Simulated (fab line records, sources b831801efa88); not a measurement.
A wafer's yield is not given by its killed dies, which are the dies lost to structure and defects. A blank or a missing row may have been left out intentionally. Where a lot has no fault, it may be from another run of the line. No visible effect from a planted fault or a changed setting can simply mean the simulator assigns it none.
What tool caused it? / flow sky130 / 12 lots, 36 wafers sampled, at 1 step of a route of 708

WHAT THE GAUGES READ, wafer by wafer
SKY_CONTACT_THK_MEAS_03.
lot=L075; measured=day 30 11:08; on=film metro-02; CONTACT_HDPCVD_THK (nm)=566 572 567
lot=L077; measured=day 31 11:59; on=film metro-03; CONTACT_HDPCVD_THK (nm)=566 566 561
lot=L078; measured=day 32 04:31; on=film metro-01; CONTACT_HDPCVD_THK (nm)=572 565 574
lot=L084; measured=day 34 18:24; on=film metro-02; CONTACT_HDPCVD_THK (nm)=565 568 566
lot=L081; measured=day 34 21:07; on=film metro-02; CONTACT_HDPCVD_THK (nm)=566 572 573
lot=L087; measured=day 34 22:23; on=film metro-01; CONTACT_HDPCVD_THK (nm)=560 569 567
lot=L083; measured=day 34 23:38; on=film metro-01; CONTACT_HDPCVD_THK (nm)=569 559 564
lot=L089; measured=day 35 00:58; on=film metro-03; CONTACT_HDPCVD_THK (nm)=569 573 581
lot=L091; measured=day 35 16:09; on=film metro-03; CONTACT_HDPCVD_THK (nm)=576 564 583
lot=L093; measured=day 36 09:58; on=film metro-01; CONTACT_HDPCVD_THK (nm)=570 569 575
lot=L095; measured=day 36 17:04; on=film metro-03; CONTACT_HDPCVD_THK (nm)=560 555 565
lot=L097; measured=day 38 07:53; on=film metro-02; CONTACT_HDPCVD_THK (nm)=565 566 567

WHICH TOOL RAN EACH LOT (tool, then ch and the chambers of the sampled wafers, then the start)
Record: no process step prior to these readings.

THE ANSWER, worked out from the rows above alone
Rule: the lots themselves supply what counts as usual. Put in order of their means at a reading, lots are off if they are a third of the lots or fewer, leave a main group of 4 or more, and stand apart from it by a gap of 3 or more times the standard deviation of the main group's means; of several such gaps the widest counts. A main group is skipped when, at the precision printed for the reading in the tables above, its means are all equal. A lot without any number at a reading at which 4 lots or more have one is off too. Any other lot the step has rows for is counted as sound.
No lot is off at any reading shown: from this, nothing can be told.

WHAT THE SIMULATOR PUT IN
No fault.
